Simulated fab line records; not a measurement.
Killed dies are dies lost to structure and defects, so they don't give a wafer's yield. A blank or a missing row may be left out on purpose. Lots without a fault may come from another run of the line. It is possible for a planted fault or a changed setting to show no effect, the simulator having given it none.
fab line records	flow sky130	part 1 of 2: steps 1 to 26 of 35
[record] lots = 5	wafers = 15	last-day = 49
route steps=708 shown NWELL@60 PWDE@84 VT_ADJUST_HVTP@85
lots that met no fault: taken from a fault-free run of the same line
start-h: hours from the record's first day to the start of the lot's first wafer shown	wait-h: hours since the lot's step before	" identical to the entry in the row above	L1.1+2: a single row standing in for several wafers	- no value, or no start given	* or withheld: withheld	< > ~ a bound
route shown NAME@n: names a module that has steps shown in the file, with the first one's number in the route	usual: the fault-free wafers' mean and standard deviation	same: alike in all rows	chamber/n: place in a boat	sites: readings site by site	_std_site: standard deviation of those values	_edge_site: inner sites' mean taken away from outer sites' mean	radius-mm: for every site, how far away it sits from the centre of the wafer	mask NAME#n: copy n	behind: the most recent tool/chamber to have shaped the wafer	hold: reason for holding the lot/hours on hold/outcome of the hold	device: whichever transistor did not switch (one of n, p or np)	end of line: tests run on the same wafers once the route is complete	a step without rows: its recipe alone	killed: dies lost to structure and defects at the first sort, not the wafer's yield	map: shows each die of a wafer: x if killed, . if not, _ if none is there
set.NAME: the setting that was run; set.NAME@STEP: the one run at that earlier step	model.NAME: the simulator's own value behind a step, which no gauge read
lots seen at some steps along the route; tables by step, rows by wafer
services: when a tool's chamber went out of use (start-h, in hours from the record's first day, below 0 if earlier), for how many hours, and the reason
[[steps]]
[step SKY_NWELL_EXPOSE_07]
[recipe] mask-id = NWM	na = 0.6	source-shape = conventional	sigma-outer = 0.6	polarization = unpolarized	target-cd-nm = 840	dose-mj = 255
lot.wafer	tool	chamber	start-h	wait-h	mask
L077.2+3+6	iline-stepper-01	0	-	-	NWM#0
L082.1+5+6	iline-stepper-01	0	-	-	NWM#0
L087.2+4+6	iline-stepper-02	0	-	-	NWM#0
L092.1+2+4	iline-stepper-02	0	-	-	NWM#0
L093.2+4+5	iline-stepper-01	0	-	-	NWM#0
[step SKY_NWELL_PEB_08]
[recipe] temp-c = 115	time-s = withheld
[usual] chill-plate-temp-C = 22.97/0.092
lot.wafer	tool	chamber	start-h	wait-h	chill-plate-temp-C
L077.2	litho-track-03	0	-	-	22.86
L077.3	"	0	"	"	22.84
L077.6	"	0	"	"	22.83
L082.1	litho-track-04	0	-	-	23.10
L082.5	"	0	"	"	22.78
L082.6	"	0	"	"	22.95
L087.2	litho-track-02	0	-	-	22.86
L087.4	"	0	"	"	22.91
L087.6	"	0	"	"	22.91
L092.1	litho-track-04	0	-	-	23.00
L092.2	"	0	"	"	22.91
L092.4	"	0	"	"	22.86
L093.2	litho-track-04	0	-	-	22.87
L093.4	"	0	"	"	23.06
L093.5	"	0	"	"	22.97
[step SKY_NWELL_DEVELOP_09]
[recipe] wall-angle-deg = 90	developer = TMAH	develop-time-s = 60	dev-temp-c = 23
[usual] chill-plate-temp-C = 23.00/0.086
lot.wafer	tool	chamber	start-h	wait-h	chill-plate-temp-C
L077.2	litho-track-03	0	-	-	23.00
L077.3	"	0	"	"	22.99
L077.6	"	0	"	"	23.03
L082.1	litho-track-04	0	-	-	22.86
L082.5	"	0	"	"	22.99
L082.6	"	0	"	"	22.90
L087.2	litho-track-02	0	-	-	22.86
L087.4	"	0	"	"	22.94
L087.6	"	0	"	"	23.09
L092.1	litho-track-04	0	-	-	22.86
L092.2	"	0	"	"	23.12
L092.4	"	0	"	"	23.13
L093.2	litho-track-04	0	-	-	22.97
L093.4	"	0	"	"	22.99
L093.5	"	0	"	"	23.03
[step SKY_NWELL_OVL_MEAS_10]
[usual] NWELL_00_OVL = -0.9/1.3
lot.wafer	tool	chamber	start-h	wait-h	NWELL_00_OVL[nm]
L077.2	overlay-01	-	103.31	-	-3.5
L077.3	"	-	"	"	-2.7
L077.6	"	-	"	"	-1.9
L082.1	overlay-02	-	141.56	-	1.0
L082.5	"	-	"	"	0.9
L082.6	"	-	"	"	-1.2
L087.2	overlay-01	-	174.78	-	0.3
L087.4	"	-	"	"	-2.8
L087.6	"	-	"	"	-2.2
L092.1	overlay-01	-	188.81	-	-4.0
L092.2	"	-	"	"	-3.9
L092.4	"	-	"	"	-2.4
L093.2	overlay-01	-	198.16	-	-2.4
L093.4	"	-	"	"	-1.8
L093.5	"	-	"	"	-3.1
[step SKY_NWELL_IMPLANT_11]
[recipe] species = P	energy-kev = 400	dose-cm2 = 1.9e+13	tilt-deg = withheld
[usual] beam-energy-keV = 399.98/0.11
lot.wafer	tool	chamber	start-h	wait-h	beam-energy-keV
L077.2	implanter-04	0	103.36	0.0	400.07
L077.3	"	0	"	"	400.05
L077.6	"	0	"	"	399.95
L082.1	implanter-04	0	141.59	0.0	399.78
L082.5	"	0	"	"	400.01
L082.6	"	0	"	"	399.92
L087.2	implanter-03	0	174.83	0.0	399.89
L087.4	"	0	"	"	400.06
L087.6	"	0	"	"	400.11
L092.1	implanter-03	0	188.84	0.0	399.91
L092.2	"	0	"	"	399.99
L092.4	"	0	"	"	400.00
L093.2	implanter-01	0	198.22	0.0	399.87
L093.4	"	0	"	"	400.01
L093.5	"	0	"	"	399.89
[step SKY_NWELL_IMPLANT_12]
[recipe] species = P	energy-kev = 120	dose-cm2 = 1.3e+12	tilt-deg = withheld
[usual] beam-energy-keV = 120.00/0.035
lot.wafer	tool	chamber	start-h	wait-h	beam-energy-keV
L077.2	implanter-04	0	103.51	0.1	119.90
L077.3	"	0	"	"	120.01
L077.6	"	0	"	"	120.02
L082.1	implanter-04	0	141.74	0.1	119.99
L082.5	"	0	"	"	119.97
L082.6	"	0	"	"	120.01
L087.2	implanter-03	0	174.98	0.1	120.00
L087.4	"	0	"	"	120.02
L087.6	"	0	"	"	119.98
L092.1	implanter-03	0	188.99	0.1	120.05
L092.2	"	0	"	"	119.97
L092.4	"	0	"	"	119.94
L093.2	implanter-01	0	198.37	0.1	120.01
L093.4	"	0	"	"	120.00
L093.5	"	0	"	"	120.02
[step SKY_NWELL_IMPLANT_13]
[recipe] species = P	energy-kev = 50	dose-cm2 = 7e+11	tilt-deg = withheld
[usual] beam-energy-keV = 50.000/0.013
lot.wafer	tool	chamber	start-h	wait-h	beam-energy-keV
L077.2	implanter-04	0	103.66	0.1	50.011
L077.3	"	0	"	"	50.005
L077.6	"	0	"	"	49.997
L082.1	implanter-04	0	141.89	0.1	49.994
L082.5	"	0	"	"	49.996
L082.6	"	0	"	"	50.000
L087.2	implanter-03	0	175.13	0.1	49.988
L087.4	"	0	"	"	49.989
L087.6	"	0	"	"	49.985
L092.1	implanter-03	0	189.14	0.1	49.972
L092.2	"	0	"	"	49.994
L092.4	"	0	"	"	49.971
L093.2	implanter-01	0	198.52	0.1	50.017
L093.4	"	0	"	"	49.999
L093.5	"	0	"	"	49.986
[step SKY_NWELL_STRIP_14]
[recipe] chemistry = O2/N2	power-w = 1400	pressure-mtorr = 1500	platen-temp-c = withheld	o2-flow-sccm = 3000	n2-flow-sccm = 300	overash-fraction = 0.5
[usual] drypump-motor-current-A = 5.7/0.49	n2-flow-sccm = 300.0/0.92	oes-product-au = 0.723/0.0044	strip-time-to-endpoint-s = 36.90/0.11
lot.wafer	tool	chamber	start-h	wait-h	drypump-motor-current-A	n2-flow-sccm	oes-product-au	rf-hours-counter-h	strip-time-to-endpoint-s
L077.2	plasma-asher-04	1	103.79	0.1	5.7	299.0	0.724	43	36.97
L077.3	"	1	"	"	5.7	299.7	0.728	-	37.00
L077.6	"	0	"	"	5.9	298.7	0.725	-	37.02
L082.1	plasma-asher-04	0	142.04	0.1	5.9	301.1	0.727	47	36.91
L082.5	"	0	"	"	5.8	301.3	0.718	-	36.89
L082.6	"	1	"	"	5.8	300.4	0.718	-	36.84
L087.2	plasma-asher-02	1	175.26	0.1	4.7	300.0	0.719	49	36.70
L087.4	"	0	"	"	5.7	299.5	0.729	-	36.79
L087.6	"	0	"	"	5.7	299.7	0.721	-	36.65
L092.1	plasma-asher-04	0	189.29	0.1	5.9	302.0	0.724	52	36.88
L092.2	"	1	"	"	5.8	297.8	0.727	52	36.91
L092.4	"	0	"	"	5.8	301.9	0.726	-	36.90
L093.2	plasma-asher-03	1	198.64	0.1	5.9	299.3	0.717	38	36.90
L093.4	"	0	"	"	6.2	300.4	0.723	-	36.83
L093.5	"	0	"	"	6.2	300.7	0.724	-	37.07
[step SKY_NWELL_TW_MEAS_15]
[usual] NWELL_TW = 1833/14
lot.wafer	tool	chamber	start-h	wait-h	NWELL_TW
L077.2	film-metro-02	-	103.90	0.1	1825
L077.3	"	-	"	"	1826
L077.6	"	-	"	"	1830
L082.1	film-metro-02	-	142.14	0.1	1809
L082.5	"	-	"	"	1827
L082.6	"	-	"	"	1829
L087.2	film-metro-02	-	175.37	0.1	1836
L087.4	"	-	"	"	1835
L087.6	"	-	"	"	1836
L092.1	film-metro-02	-	189.39	0.1	1829
L092.2	"	-	"	"	1833
L092.4	"	-	"	"	1825
L093.2	film-metro-01	-	198.75	0.1	1829
L093.4	"	-	"	"	1838
L093.5	"	-	"	"	1836
[step SKY_NWELL_DEHYDRATE_16]
[recipe] temp-c = 200	time-s = 60
[usual] chill-plate-temp-C = 22.98/0.1
lot.wafer	tool	chamber	start-h	wait-h	chill-plate-temp-C
L077.2	litho-track-04	0	111.93	8.0	22.75
L077.3	"	0	"	"	22.85
L077.6	"	0	"	"	22.80
L082.1	litho-track-03	0	150.75	8.6	22.97
L082.5	"	0	"	"	22.91
L082.6	"	0	"	"	22.86
L087.2	litho-track-02	0	184.95	9.6	23.11
L087.4	"	0	"	"	22.92
L087.6	"	0	"	"	22.95
L092.1	litho-track-03	0	197.75	8.3	22.95
L092.2	"	0	"	"	22.95
L092.4	"	0	"	"	22.83
L093.2	litho-track-03	0	209.77	11.0	22.82
L093.4	"	0	"	"	22.97
L093.5	"	0	"	"	23.00
[step SKY_NWELL_HMDS_17]
[recipe] prime-time-s = 60	prime-temp-c = 120
[usual] chill-plate-temp-C = 22.99/0.1	prime-temp-c = 120.01/0.14
lot.wafer	tool	chamber	start-h	wait-h	chill-plate-temp-C	prime-temp-c
L077.2	litho-track-04	0	112.08	0.1	23.10	120.14
L077.3	"	0	"	"	23.06	119.83
L077.6	"	0	"	"	23.05	119.99
L082.1	litho-track-03	0	150.90	0.1	23.08	120.14
L082.5	"	0	"	"	23.04	119.80
L082.6	"	0	"	"	23.08	119.97
L087.2	litho-track-02	0	185.10	0.1	23.04	119.83
L087.4	"	0	"	"	23.00	119.69
L087.6	"	0	"	"	23.17	119.76
L092.1	litho-track-03	0	197.90	0.1	23.06	120.12
L092.2	"	0	"	"	22.99	120.21
L092.4	"	0	"	"	23.08	119.95
L093.2	litho-track-03	0	209.92	0.1	22.81	119.97
L093.4	"	0	"	"	22.89	119.97
L093.5	"	0	"	"	22.86	120.01
[step SKY_NWELL_COAT_18]
[recipe] spin-rpm = 2000	resist-thk-nm = 3000
[usual] chill-plate-temp-C = 22.99/0.12	dispense-pressure-kPa = 51/5.4
lot.wafer	tool	chamber	start-h	wait-h	chill-plate-temp-C	dispense-pressure-kPa
L077.2	litho-track-04	0	112.23	0.1	22.94	53
L077.3	"	0	"	"	23.10	53
L077.6	"	0	"	"	22.90	53
L082.1	litho-track-03	0	151.05	0.1	22.91	57
L082.5	"	0	"	"	23.09	57
L082.6	"	0	"	"	23.01	57
L087.2	litho-track-02	0	185.25	0.1	22.91	44
L087.4	"	0	"	"	22.77	44
L087.6	"	0	"	"	22.85	44
L092.1	litho-track-03	0	198.05	0.1	23.13	57
L092.2	"	0	"	"	23.05	57
L092.4	"	0	"	"	23.12	57
L093.2	litho-track-03	0	210.07	0.1	23.01	57
L093.4	"	0	"	"	22.91	57
L093.5	"	0	"	"	22.84	57
[step SKY_NWELL_SOFTBAKE_19]
[recipe] temp-c = 110	time-s = withheld
[usual] chill-plate-temp-C = 22.98/0.11
lot.wafer	tool	chamber	start-h	wait-h	chill-plate-temp-C
L077.2	litho-track-04	0	112.39	0.1	23.26
L077.3	"	0	"	"	23.13
L077.6	"	0	"	"	23.05
L082.1	litho-track-03	0	151.20	0.1	22.91
L082.5	"	0	"	"	22.89
L082.6	"	0	"	"	22.90
L087.2	litho-track-02	0	185.41	0.1	23.06
L087.4	"	0	"	"	22.91
L087.6	"	0	"	"	22.95
L092.1	litho-track-03	0	198.20	0.1	22.96
L092.2	"	0	"	"	22.89
L092.4	"	0	"	"	23.00
L093.2	litho-track-03	0	210.23	0.1	22.97
L093.4	"	0	"	"	22.72
L093.5	"	0	"	"	22.77
[step SKY_NWELL_EXPOSE_20]
[recipe] mask-id = NWM_COMPLEMENT	na = 0.6	source-shape = conventional	sigma-outer = 0.6	polarization = unpolarized	target-cd-nm = 840	dose-mj = 260
lot.wafer	tool	chamber	start-h	wait-h	mask
L077.2+3+6	iline-stepper-01	0	-	-	NWM_COMPLEMENT#0
L082.1+5+6	iline-stepper-01	0	-	-	NWM_COMPLEMENT#0
L087.2+4+6	iline-stepper-02	0	-	-	NWM_COMPLEMENT#0
L092.1+2+4	iline-stepper-02	0	-	-	NWM_COMPLEMENT#0
L093.2+4+5	iline-stepper-02	0	-	-	NWM_COMPLEMENT#0
[step SKY_NWELL_PEB_21]
[recipe] temp-c = 115	time-s = withheld
[usual] chill-plate-temp-C = 22.99/0.1
lot.wafer	tool	chamber	start-h	wait-h	chill-plate-temp-C
L077.2	litho-track-03	0	-	-	23.01
L077.3	"	0	"	"	22.90
L077.6	"	0	"	"	22.91
L082.1	litho-track-03	0	-	-	22.85
L082.5	"	0	"	"	23.03
L082.6	"	0	"	"	23.03
L087.2	litho-track-02	0	-	-	23.11
L087.4	"	0	"	"	22.90
L087.6	"	0	"	"	22.96
L092.1	litho-track-04	0	-	-	23.02
L092.2	"	0	"	"	22.94
L092.4	"	0	"	"	23.00
L093.2	litho-track-03	0	-	-	22.82
L093.4	"	0	"	"	22.91
L093.5	"	0	"	"	22.91
[step SKY_NWELL_DEVELOP_22]
[recipe] wall-angle-deg = 90	developer = TMAH	develop-time-s = 60	dev-temp-c = 23
[usual] chill-plate-temp-C = 23.01/0.11
lot.wafer	tool	chamber	start-h	wait-h	chill-plate-temp-C
L077.2	litho-track-03	0	-	-	23.14
L077.3	"	0	"	"	23.07
L077.6	"	0	"	"	23.23
L082.1	litho-track-03	0	-	-	22.88
L082.5	"	0	"	"	23.06
L082.6	"	0	"	"	22.91
L087.2	litho-track-02	0	-	-	22.97
L087.4	"	0	"	"	22.88
L087.6	"	0	"	"	22.93
L092.1	litho-track-04	0	-	-	23.03
L092.2	"	0	"	"	22.93
L092.4	"	0	"	"	22.94
L093.2	litho-track-03	0	-	-	22.98
L093.4	"	0	"	"	23.03
L093.5	"	0	"	"	22.91
[step SKY_NWELL_OVL_MEAS_23]
[usual] NWELL_01_OVL = -0.4/1.2
lot.wafer	tool	chamber	start-h	wait-h	NWELL_01_OVL[nm]
L077.2	overlay-01	-	121.46	-	-0.4
L077.3	"	-	"	"	0.7
L077.6	"	-	"	"	-0.3
L082.1	overlay-01	-	161.15	-	1.4
L082.5	"	-	"	"	-1.0
L082.6	"	-	"	"	0.2
L087.2	overlay-02	-	194.98	-	-0.4
L087.4	"	-	"	"	0.4
L087.6	"	-	"	"	-1.7
L092.1	overlay-02	-	209.86	-	-0.1
L092.2	"	-	"	"	-0.5
L092.4	"	-	"	"	0.1
L093.2	overlay-02	-	220.50	-	0.6
L093.4	"	-	"	"	0.2
L093.5	"	-	"	"	-0.4
[step SKY_NWELL_IMPLANT_24]
[recipe] species = B	energy-kev = 140	dose-cm2 = 9.2e+12	tilt-deg = withheld
[usual] beam-energy-keV = 140.00/0.044
lot.wafer	tool	chamber	start-h	wait-h	beam-energy-keV
L077.2	implanter-01	0	121.51	0.0	140.03
L077.3	"	0	"	"	140.09
L077.6	"	0	"	"	140.02
L082.1	implanter-01	0	161.19	0.0	140.03
L082.5	"	0	"	"	140.06
L082.6	"	0	"	"	139.99
L087.2	implanter-03	0	195.03	0.0	139.95
L087.4	"	0	"	"	140.02
L087.6	"	0	"	"	140.00
L092.1	implanter-01	0	209.89	0.0	140.00
L092.2	"	0	"	"	139.94
L092.4	"	0	"	"	139.90
L093.2	implanter-04	0	220.56	0.0	140.03
L093.4	"	0	"	"	140.04
L093.5	"	0	"	"	139.99
[step SKY_NWELL_STRIP_25]
[recipe] chemistry = O2/N2	power-w = 1400	pressure-mtorr = 1500	platen-temp-c = withheld	o2-flow-sccm = 3000	n2-flow-sccm = 300	overash-fraction = 0.5
[usual] drypump-motor-current-A = 5.8/0.45	n2-flow-sccm = 300.0/0.88	oes-product-au = 0.721/0.0046	strip-time-to-endpoint-s = 36.89/0.11
lot.wafer	tool	chamber	start-h	wait-h	drypump-motor-current-A	n2-flow-sccm	oes-product-au	rf-hours-counter-h	strip-time-to-endpoint-s
L077.2	plasma-asher-03	1	121.64	0.1	5.9	300.1	0.715	31	36.89
L077.3	"	1	"	"	5.8	300.8	0.722	-	36.87
L077.6	"	0	"	"	6.2	301.5	0.719	-	36.87
L082.1	plasma-asher-04	1	161.34	0.1	5.8	302.5	0.717	49	36.75
L082.5	"	1	"	"	5.7	302.6	0.728	-	36.82
L082.6	"	0	"	"	5.9	300.8	0.721	-	36.92
L087.2	plasma-asher-04	1	195.16	0.1	5.7	299.5	0.726	52	37.00
L087.4	"	0	"	"	5.9	299.3	0.719	-	37.06
L087.6	"	0	"	"	5.9	300.7	0.716	-	37.11
L092.1	plasma-asher-03	1	210.04	0.1	5.9	298.1	0.724	39	36.80
L092.2	"	0	"	"	6.2	299.7	0.722	39	36.96
L092.4	"	1	"	"	5.9	300.7	0.719	-	36.97
L093.2	plasma-asher-03	0	220.68	0.1	6.2	300.1	0.721	40	36.92
L093.4	"	0	"	"	6.2	300.3	0.713	-	36.94
L093.5	"	1	"	"	5.9	300.1	0.728	-	37.01
[step SKY_NWELL_TW_MEAS_26]
[usual] NWELL_2_TW = 500/3.4
lot.wafer	tool	chamber	start-h	wait-h	NWELL_2_TW
L077.2	film-metro-03	-	121.75	0.1	504
L077.3	"	-	"	"	505
L077.6	"	-	"	"	504
L082.1	film-metro-02	-	161.44	0.1	495
L082.5	"	-	"	"	494
L082.6	"	-	"	"	497
L087.2	film-metro-01	-	195.27	0.1	500
L087.4	"	-	"	"	497
L087.6	"	-	"	"	497
L092.1	film-metro-03	-	210.14	0.1	505
L092.2	"	-	"	"	504
L092.4	"	-	"	"	502
L093.2	film-metro-03	-	220.79	0.1	501
L093.4	"	-	"	"	506
L093.5	"	-	"	"	501
[step SKY_NWELL_CLEAN_27]
[recipe] chemistry = SC1/SC2	mix = 1:4:20	temp-c = 70	time-s = 150	dry = n2-spin
lot.wafer	tool	chamber	start-h	wait-h
L077.2+3+6	wet-bench-01	2	121.80	0.0
L082.1+5+6	wet-bench-02	1	161.50	0.1
L087.2+4+6	wet-bench-03	0	195.32	0.0
L092.1+2+4	wet-bench-02	2	210.20	0.1
L093.2+4+5	wet-bench-03	2	220.84	0.0
[step SKY_NWELL_RTA_28]
[recipe] temp-c = 1050	time-s = 30	idle-temp-c = 650	ramp-up-c-per-s = 150	ramp-down-c-per-s = 90	ambient = N2
[usual] lamp-power-pct = 25.30/0.053	wafer_temp_C_max = 1055.0/1
lot.wafer	tool	chamber	start-h	wait-h	lamp-power-pct	wafer_temp_C_max
L077.2	rtp-anneal-01	0	121.86	0.0	25.29	1056.8
L077.3	"	0	"	"	25.31	1053.8
L077.6	"	0	"	"	25.36	1055.7
L082.1	rtp-anneal-01	0	161.55	0.0	25.32	1054.6
L082.5	"	0	"	"	25.32	1054.9
L082.6	"	0	"	"	25.29	1054.2
L087.2	rtp-anneal-02	0	195.48	0.1	25.25	1054.3
L087.4	"	0	"	"	25.32	1055.7
L087.6	"	0	"	"	25.36	1057.1
L092.1	rtp-anneal-02	0	210.25	0.0	25.38	1055.2
L092.2	"	0	"	"	25.27	1057.5
L092.4	"	0	"	"	25.33	1054.6
L093.2	rtp-anneal-02	0	220.91	0.0	25.33	1054.7
L093.4	"	0	"	"	25.32	1053.2
L093.5	"	0	"	"	25.29	1054.0
[step SKY_NWELL_RS_MEAS_29]
[recipe] thk-meas-gauge = four-point-probe
[usual] NWELL_RS = 625.5/1.7
lot.wafer	tool	chamber	start-h	wait-h	NWELL_RS[ohm/sq]
L077.2	film-metro-02	-	121.97	0.1	624.7
L077.3	"	-	"	"	624.0
L077.6	"	-	"	"	623.7
L082.1	film-metro-02	-	161.65	0.1	627.3
L082.5	"	-	"	"	625.9
L082.6	"	-	"	"	628.3
L087.2	film-metro-03	-	195.67	0.2	624.5
L087.4	"	-	"	"	623.6
L087.6	"	-	"	"	623.9
L092.1	film-metro-02	-	210.35	0.1	622.1
L092.2	"	-	"	"	624.6
L092.4	"	-	"	"	624.8
L093.2	film-metro-01	-	221.01	0.1	628.5
L093.4	"	-	"	"	624.2
L093.5	"	-	"	"	625.9
[step SKY_NWELL_RS_MEAS_31]
[recipe] thk-meas-gauge = four-point-probe
[usual] PWDE_RS = 5277/14
lot.wafer	tool	chamber	start-h	wait-h	PWDE_RS[ohm/sq]
L077.2	film-metro-02	-	122.21	0.1	5271
L077.3	"	-	"	"	5267
L077.6	"	-	"	"	5280
L082.1	film-metro-02	-	161.89	0.1	5285
L082.5	"	-	"	"	5297
L082.6	"	-	"	"	5298
L087.2	film-metro-03	-	195.91	0.1	5288
L087.4	"	-	"	"	5266
L087.6	"	-	"	"	5271
L092.1	film-metro-02	-	210.59	0.1	5255
L092.2	"	-	"	"	5258
L092.4	"	-	"	"	5280
L093.2	film-metro-01	-	221.25	0.1	5278
L093.4	"	-	"	"	5292
L093.5	"	-	"	"	5294
[step SKY_VT_ADJUST_HVTP_DEHYDRATE_00]
[recipe] temp-c = 200	time-s = 60
[usual] chill-plate-temp-C = 23.02/0.1
lot.wafer	tool	chamber	start-h	wait-h	chill-plate-temp-C
L077.2	litho-track-01	0	131.63	9.4	22.84
L077.3	"	0	"	"	22.91
L077.6	"	0	"	"	23.00
L082.1	litho-track-03	0	171.35	9.4	23.01
L082.5	"	0	"	"	23.00
L082.6	"	0	"	"	23.02
L087.2	litho-track-03	0	205.97	10.0	22.94
L087.4	"	0	"	"	23.27
L087.6	"	0	"	"	23.10
L092.1	litho-track-01	0	220.06	9.4	23.15
L092.2	"	0	"	"	23.21
L092.4	"	0	"	"	23.09
L093.2	litho-track-03	0	231.47	10.2	23.07
L093.4	"	0	"	"	23.11
L093.5	"	0	"	"	23.16
[step SKY_VT_ADJUST_HVTP_HMDS_01]
[recipe] prime-time-s = 60	prime-temp-c = 120
[usual] chill-plate-temp-C = 23.01/0.11	prime-temp-c = 119.97/0.13
lot.wafer	tool	chamber	start-h	wait-h	chill-plate-temp-C	prime-temp-c
L077.2	litho-track-01	0	131.78	0.1	22.88	120.01
L077.3	"	0	"	"	22.98	119.92
L077.6	"	0	"	"	23.20	119.90
L082.1	litho-track-03	0	171.50	0.1	22.96	119.97
L082.5	"	0	"	"	22.99	120.00
L082.6	"	0	"	"	22.91	119.96
L087.2	litho-track-03	0	206.12	0.1	22.90	119.90
L087.4	"	0	"	"	23.03	120.25
L087.6	"	0	"	"	23.01	119.95
L092.1	litho-track-01	0	220.21	0.1	22.86	119.98
L092.2	"	0	"	"	22.99	120.25
L092.4	"	0	"	"	23.09	119.92
L093.2	litho-track-03	0	231.62	0.1	23.01	119.90
L093.4	"	0	"	"	23.09	119.88
L093.5	"	0	"	"	23.07	119.88
